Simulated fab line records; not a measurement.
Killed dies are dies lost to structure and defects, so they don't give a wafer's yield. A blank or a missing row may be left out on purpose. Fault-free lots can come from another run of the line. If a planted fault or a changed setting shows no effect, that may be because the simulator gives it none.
Which tool was responsible? || flow gf180mcu || 13 lots (39 wafers sampled), 1 step of a 602-step route

## WHAT EACH GAUGE READ, for each wafer
GF_M1_RS_MEAS_05: measurement is done with a four-point probe.
{"lot": "L181", "measured": "day 16 18:49", "on": "film-metro-01", "M1_ALCU_RS (ohm/sq)": "0.0702 0.0699 0.0697"}
{"lot": "L182", "measured": "day 16 22:14", "on": "film-metro-02", "M1_ALCU_RS (ohm/sq)": "0.0696 0.0688 0.0687"}
{"lot": "L184", "measured": "day 17 20:17", "on": "film-metro-03", "M1_ALCU_RS (ohm/sq)": "0.0697 0.0692 0.0693"}
{"lot": "L185", "measured": "day 17 20:38", "on": "film-metro-03", "M1_ALCU_RS (ohm/sq)": "0.0685 0.0693 0.0682"}
{"lot": "L186", "measured": "day 18 08:23", "on": "film-metro-03", "M1_ALCU_RS (ohm/sq)": "0.0695 0.0710 0.0705"}
{"lot": "L189", "measured": "day 19 09:17", "on": "film-metro-01", "M1_ALCU_RS (ohm/sq)": "0.0696 0.0698 0.0688"}
{"lot": "L191", "measured": "day 20 05:15", "on": "film-metro-02", "M1_ALCU_RS (ohm/sq)": "0.0697 0.0701 0.0697"}
{"lot": "L196", "measured": "day 22 01:16", "on": "film-metro-03", "M1_ALCU_RS (ohm/sq)": "0.0693 0.0685 0.0699"}
{"lot": "L197", "measured": "day 22 04:49", "on": "film-metro-02", "M1_ALCU_RS (ohm/sq)": "0.0694 0.0684 0.0700"}
{"lot": "L199", "measured": "day 23 00:42", "on": "film-metro-02", "M1_ALCU_RS (ohm/sq)": "0.0698 0.0691 0.0706"}
{"lot": "L200", "measured": "day 23 06:02", "on": "film-metro-02", "M1_ALCU_RS (ohm/sq)": "0.0692 0.0701 0.0697"}
{"lot": "L202", "measured": "day 23 22:35", "on": "film-metro-01", "M1_ALCU_RS (ohm/sq)": "0.0689 0.0682 0.0700"}
{"lot": "L203", "measured": "day 24 11:24", "on": "film-metro-02", "M1_ALCU_RS (ohm/sq)": "0.0698 0.0707 0.0695"}

## EACH LOT AND THE TOOL THAT RAN IT (in order: tool; ch and the chambers of the sampled wafers; start)
No process step before these readings appears in the record.

## AS READ BY THE TOOLS THEMSELVES (means over the sampled wafers that have a number; for cases with no such wafer, the mark the record gives instead)
The record holds no such reading with a usual standard deviation.

## THE ANSWER, worked out from the rows above alone
Rule: the lots themselves supply what counts as usual. The widest of any qualifying gaps counts: lots, ordered by their means at a reading, are off when they make up no more than a third of the lots, leave a main group of 4 or more, and stand apart from it by 3 or more times the standard deviation of that group's means. A main group is skipped when, at the precision printed for the reading in the tables above, its means are all equal. A lot without any number at a reading at which 4 lots or more have one is off too. Where the step has rows for the other lots, those lots are counted as sound. After the gauges, taken in route order, come the tools' own readings; for these a lot's mean is taken, as printed above. The first step at which some lot is off is used, and at that step the reading that is off furthest; a lot without a number counts as furthest.
Across all readings shown, no lot is off: no conclusion can be drawn from this.

## WHAT THE SIMULATOR HAD PUT IN
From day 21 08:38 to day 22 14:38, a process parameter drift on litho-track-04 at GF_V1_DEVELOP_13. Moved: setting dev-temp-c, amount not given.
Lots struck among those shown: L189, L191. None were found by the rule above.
